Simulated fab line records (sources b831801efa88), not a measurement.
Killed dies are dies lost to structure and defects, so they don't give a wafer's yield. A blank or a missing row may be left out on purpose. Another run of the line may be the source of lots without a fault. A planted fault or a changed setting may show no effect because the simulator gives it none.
The tool behind it: which one? -- flow sky130 -- 36 wafers sampled from 12 lots at 1 step of a route of 708

## WHAT THE GAUGES READ, wafer by wafer
SKY_CONTACT_RS_MEAS_25: a four-point-probe measurement.
lot,measured,on,CONTACT_W_RS (ohm/sq)
L075,day 31 22:35,film_metro-01,0.336 0.336 0.338
L077,day 33 10:36,film_metro-04,0.336 0.334 0.337
L080,day 33 12:29,film_metro-02,0.331 0.333 0.330
L081,day 33 16:54,film_metro-04,0.337 0.338 0.333
L083,day 34 14:31,film_metro-01,0.338 0.342 0.336
L084,day 35 03:32,film_metro-04,0.339 0.338 0.339
L089,day 36 22:08,film_metro-01,0.326 0.332 0.330
L088,day 36 23:35,film_metro-04,0.336 0.338 0.335
L091,day 37 05:31,film_metro-01,0.330 0.330 0.328
L093,day 37 12:04,film_metro-01,0.329 0.329 0.330
L095,day 38 06:50,film_metro-04,0.333 0.332 0.332
L097,day 38 16:40,film_metro-04,0.337 0.335 0.334

## TOOL THAT RAN EACH LOT (tool first, then ch and the chambers of the sampled wafers, then the start)
The record holds no process step before these readings.

## THE ANSWER, worked out from the rows above alone
Rule: the usual values come from the lots themselves. The widest of any qualifying gaps counts: lots, ordered by their means at a reading, are off when they make up no more than a third of the lots, leave a main group of 4 or more, and stand apart from it by 3 or more times the standard deviation of that group's means. If all means in a main group match to the digits the tables above print for the reading, that group is not used. A lot without any number at a reading at which 4 lots or more have one is off too. Where the step has rows for the other lots, those lots are counted as sound.
No lot is off on any of the readings shown, so nothing can be concluded from this.

## WHAT THE SIMULATOR HAD PUT IN
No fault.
